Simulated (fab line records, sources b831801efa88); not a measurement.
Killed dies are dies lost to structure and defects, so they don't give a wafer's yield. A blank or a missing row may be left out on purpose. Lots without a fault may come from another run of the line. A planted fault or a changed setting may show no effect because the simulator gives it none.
Which tool did it? | flow gf180mcu | 12 lots, 36 wafers sampled, at 4 steps of a route of 602

WHAT THE GAUGES READ, wafer by wafer
GF_M2_CD_MEAS_14: target cd 280 nm. Usual: cd_nm 280.0 nm, standard deviation 1.2.
lot  | measured     | on        | cd_nm (nm)        | flag
L549 | day 19 06:14 | cd_sem-01 | 281.6 281.7 281.9 |
L550 | day 19 12:35 | cd_sem-02 | 278.1 278.1 278.2 |
L551 | day 19 22:43 | cd_sem-02 | 280.0 279.5 280.1 |
L554 | day 20 23:01 | cd_sem-01 | 278.8 278.5 278.0 |
L562 | day 23 16:25 | cd_sem-02 | 279.5 278.3 278.4 |
L565 | day 25 00:46 | cd_sem-02 | 280.4 278.3 280.6 |
L566 | day 25 15:54 | cd_sem-02 | 279.6 280.0 279.9 |
L567 | day 25 22:44 | cd_sem-01 | 278.9 280.0 279.8 |
L568 | day 26 07:39 | cd_sem-01 | 280.9 281.3 281.1 |
L570 | day 26 10:17 | cd_sem-02 | 281.1 282.5 282.4 |
L571 | day 26 20:37 | cd_sem-02 | 280.2 279.7 280.3 |
L572 | day 27 05:20 | cd_sem-01 | 281.1 283.1 281.6 |

GF_M2_OVL_MEAS_15. Usual: M2_OVL 3 nm, standard deviation 4.8.
lot  | measured     | on         | M2_OVL (nm) | flag
L549 | day 19 06:20 | overlay-02 | 11 10 11    |
L550 | day 19 12:42 | overlay-01 | 3 5 2       |
L551 | day 19 22:51 | overlay-01 | 4 8 4       |
L554 | day 20 23:07 | overlay-01 | 7 4 2       |
L562 | day 23 16:32 | overlay-01 | -1 2 3      |
L565 | day 25 00:52 | overlay-02 | 1 5 3       |
L566 | day 25 16:01 | overlay-02 | -7 -4 -7    |
L567 | day 25 22:49 | overlay-02 | 4 2 1       |
L568 | day 26 07:46 | overlay-01 | 5 7 6       |
L570 | day 26 10:24 | overlay-01 | 2 -4 4      |
L571 | day 26 20:43 | overlay-01 | -4 -6 -10   |
L572 | day 27 05:26 | overlay-02 | -2 1 0      |

GF_V2_THK_MEAS_03. Usual: V2_CVD_02_THK 851 nm, standard deviation 9.6.
lot  | measured     | on            | V2_CVD_02_THK (nm) | flag
L549 | day 19 07:24 | film_metro-01 | 847 878 848        |
L550 | day 19 13:46 | film_metro-03 | 846 858 856        |
L551 | day 19 23:46 | film_metro-03 | 854 859 870        |
L554 | day 21 00:05 | film_metro-01 | 879 864 888        |
L562 | day 23 17:30 | film_metro-01 | 853 857 861        |
L565 | day 25 01:47 | film_metro-03 | 829 854 849        |
L566 | day 25 17:03 | film_metro-01 | 838 845 851        |
L567 | day 25 23:52 | film_metro-02 | 872 866 868        |
L568 | day 26 08:40 | film_metro-03 | 848 858 858        |
L570 | day 26 11:18 | film_metro-03 | 847 856 856        |
L571 | day 26 21:37 | film_metro-02 | 841 852 855        |
L572 | day 27 06:21 | film_metro-01 | 845 853 852        |

WHICH TOOL RAN EACH LOT (tool, then ch and the chambers of the sampled wafers, then the start)
lot  | GF_V2_CVD_02
L549 | pecvd-01 ch 1,2, day 19 07:19
L550 | pecvd-01 ch 0,1, day 19 13:42
L551 | pecvd-03 ch 0,1, day 19 23:41
L554 | pecvd-01 ch 1,2, day 21 00:00
L562 | pecvd-04 ch 0,2, day 23 17:26
L565 | pecvd-04 ch 0,2, day 25 01:41
L566 | pecvd-04 ch 0,1, day 25 16:59
L567 | pecvd-01 ch 0,1,2, day 25 23:48
L568 | pecvd-01 ch 0,1,2, day 26 08:37
L570 | pecvd-01 ch 0,1,2, day 26 11:14
L571 | pecvd-01 ch 1,2, day 26 21:32
L572 | pecvd-03 ch 0,2, day 27 06:16
- GF_V2_CVD_02: deposits SiO2 from TEOS, target thk 850 nm, time 94.851 s.

WHAT THE TOOLS THEMSELVES READ (means of the sampled wafers that have a number; where no wafer has one, the mark that the record gives instead)
GF_V2_CVD_02. Usual: heater_power_w 612 W, standard deviation 86; rf_fwd_power_W 596.5 W, standard deviation 2.
lot  | tool     | heater_power_w (W) | rf_fwd_power_W (W) | flag
L549 | pecvd-01 | 578                | 597.2              |
L550 | pecvd-01 | 644                | 595.1              |
L551 | pecvd-03 | 630                | 595.7              |
L554 | pecvd-01 | 520                | 662.5              | OFF
L562 | pecvd-04 | 573                | 598.2              |
L565 | pecvd-04 | 506                | 596.4              |
L566 | pecvd-04 | 609                | 598.8              |
L567 | pecvd-01 | 588                | 595.3              |
L568 | pecvd-01 | 606                | 596.4              |
L570 | pecvd-01 | 586                | 596.0              |
L571 | pecvd-01 | 584                | 595.7              |
L572 | pecvd-03 | 636                | 596.5              |

THE ANSWER, worked out from the rows above alone
Rule: a lot is off if the mean of its wafers that have a number lies more than 3 standard deviations from the usual mean. A lot without any number at a reading at which 4 lots or more have one is off too. The other lots that the step has rows for count as sound. The gauges are gone through in route order, then the tools' own readings, and for those a lot's mean is taken as printed above. The first step at which some lot is off is used, and at that step the reading that is off furthest; a lot without a number counts as furthest.
Off: L554, at GF_V2_CVD_02 (rf_fwd_power_W).
A tool fits if, at that step or a process step before it, it ran every lot that is off, and no sound lot after the first of them. None of those tried fits.

WHAT THE SIMULATOR HAD PUT IN
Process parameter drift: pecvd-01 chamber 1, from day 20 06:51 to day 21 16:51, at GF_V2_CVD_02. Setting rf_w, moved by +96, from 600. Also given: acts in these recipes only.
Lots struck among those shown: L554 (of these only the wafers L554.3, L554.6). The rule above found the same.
